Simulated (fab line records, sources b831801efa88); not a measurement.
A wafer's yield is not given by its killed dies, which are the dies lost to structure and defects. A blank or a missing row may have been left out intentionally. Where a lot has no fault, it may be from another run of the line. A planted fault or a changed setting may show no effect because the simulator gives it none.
Tool commonality check :: flow sky130 :: 12 lots, 36 wafers sampled

## WHY IT WAS OPENED
2 of 12 lots carry a flag on the reading SD_N_RS at SKY_SD_N_RS_MEAS_16. No-fault wafers: 68.47 ohm/sq, standard deviation 0.1.
Rule: flag the lot when none of its wafers has a number, or when each of its wafers that has one lies beyond 4 standard deviations from that mean. All remaining lots are regarded as sound.

lot: L517
measured: day 28 00:26
on: film_metro-02
SD_N_RS (ohm/sq), wafer by wafer: 68.46 68.59 68.52
flag: 

lot: L518
measured: day 28 09:38
on: film_metro-01
SD_N_RS (ohm/sq), wafer by wafer: 68.24 68.34 68.35
flag: 

lot: L520
measured: day 29 06:45
on: film_metro-02
SD_N_RS (ohm/sq), wafer by wafer: 68.50 68.53 68.40
flag: 

lot: L521
measured: day 29 09:13
on: film_metro-02
SD_N_RS (ohm/sq), wafer by wafer: 68.49 68.28 68.56
flag: 

lot: L522
measured: day 29 21:00
on: film_metro-01
SD_N_RS (ohm/sq), wafer by wafer: 68.40 68.60 68.43
flag: 

lot: L526
measured: day 31 04:45
on: film_metro-01
SD_N_RS (ohm/sq), wafer by wafer: 68.47 68.50 68.49
flag: 

lot: L528
measured: day 31 20:08
on: film_metro-02
SD_N_RS (ohm/sq), wafer by wafer: 71.12 71.14 71.22
flag: FLAGGED

lot: L530
measured: day 32 15:59
on: film_metro-01
SD_N_RS (ohm/sq), wafer by wafer: 71.12 71.05 71.36
flag: FLAGGED

lot: L535
measured: day 33 22:04
on: film_metro-02
SD_N_RS (ohm/sq), wafer by wafer: 68.36 68.40 68.34
flag: 

lot: L537
measured: day 34 15:40
on: film_metro-03
SD_N_RS (ohm/sq), wafer by wafer: 68.43 68.41 68.36
flag: 

lot: L539
measured: day 35 17:12
on: film_metro-02
SD_N_RS (ohm/sq), wafer by wafer: 68.39 68.43 68.53
flag: 

lot: L540
measured: day 36 01:08
on: film_metro-01
SD_N_RS (ohm/sq), wafer by wafer: 68.44 68.54 68.60
flag: 
Average over the flagged lots: 71.17 ohm/sq; offset from the usual +2.70 ohm/sq, equal to +27 standard deviations.

## EACH LOT AND THE TOOL IT RAN ON
The record keeps 1 process step preceding the reading, out of 708 steps on the route. Every cell lists first the tool, next ch and the chambers used by the sampled wafers, and last the start.
lot: L517
flag: 
SKY_SD_N_RTA_14: rtp_anneal-01 ch 0, day 28 00:16

lot: L518
flag: 
SKY_SD_N_RTA_14: rtp_anneal-02 ch 0, day 28 09:28

lot: L520
flag: 
SKY_SD_N_RTA_14: rtp_anneal-02 ch 0, day 29 06:34

lot: L521
flag: 
SKY_SD_N_RTA_14: rtp_anneal-01 ch 0, day 29 09:02

lot: L522
flag: 
SKY_SD_N_RTA_14: rtp_anneal-02 ch 0, day 29 20:50

lot: L526
flag: 
SKY_SD_N_RTA_14: rtp_anneal-02 ch 0, day 31 04:34

lot: L528
flag: FLAGGED
SKY_SD_N_RTA_14: rtp_anneal-02 ch 0, day 31 19:58

lot: L530
flag: FLAGGED
SKY_SD_N_RTA_14: rtp_anneal-02 ch 0, day 32 15:46

lot: L535
flag: 
SKY_SD_N_RTA_14: rtp_anneal-01 ch 0, day 33 21:53

lot: L537
flag: 
SKY_SD_N_RTA_14: rtp_anneal-01 ch 0, day 34 15:30

lot: L539
flag: 
SKY_SD_N_RTA_14: rtp_anneal-01 ch 0, day 35 17:01

lot: L540
flag: 
SKY_SD_N_RTA_14: rtp_anneal-02 ch 0, day 36 00:56
These steps, and what they do:
- SKY_SD_N_RTA_14: time 2 s.
- SKY_SD_N_RS_MEAS_16: measures by four-point-probe.

## FLAGGED OVER TOTAL, TOOL BY TOOL (the gauges that took the reading come last)
step: SKY_SD_N_RTA_14
tool: rtp_anneal-01
lots run: 5
flagged: 0
share of the flagged lots: none
sound lots run after its first flagged lot: -

step: SKY_SD_N_RTA_14
tool: rtp_anneal-02
lots run: 7
flagged: 2
share of the flagged lots: all
sound lots run after its first flagged lot: 1 (L540)

step: SKY_SD_N_RS_MEAS_16
tool: film_metro-01
lots run: 5
flagged: 1
share of the flagged lots: some
sound lots run after its first flagged lot: 1 (L540)

step: SKY_SD_N_RS_MEAS_16
tool: film_metro-02
lots run: 6
flagged: 1
share of the flagged lots: some
sound lots run after its first flagged lot: 2 (L535,L539)

step: SKY_SD_N_RS_MEAS_16
tool: film_metro-03
lots run: 1
flagged: 0
share of the flagged lots: none
sound lots run after its first flagged lot: -

## THE TABLE: WHAT IT ALLOWS
Rows of the table that ran each flagged lot: 1, that is rtp_anneal-02 at SKY_SD_N_RTA_14.
- rtp_anneal-02 at SKY_SD_N_RTA_14: 2 of its 7 lots flagged. Lots that were sound ran on it after the first flagged one (L540); a persistent fault on the entire tool would not allow that.
No row of the table ran every flagged lot and no sound lot after the first.

## WHAT THE SIMULATOR HAD INSERTED
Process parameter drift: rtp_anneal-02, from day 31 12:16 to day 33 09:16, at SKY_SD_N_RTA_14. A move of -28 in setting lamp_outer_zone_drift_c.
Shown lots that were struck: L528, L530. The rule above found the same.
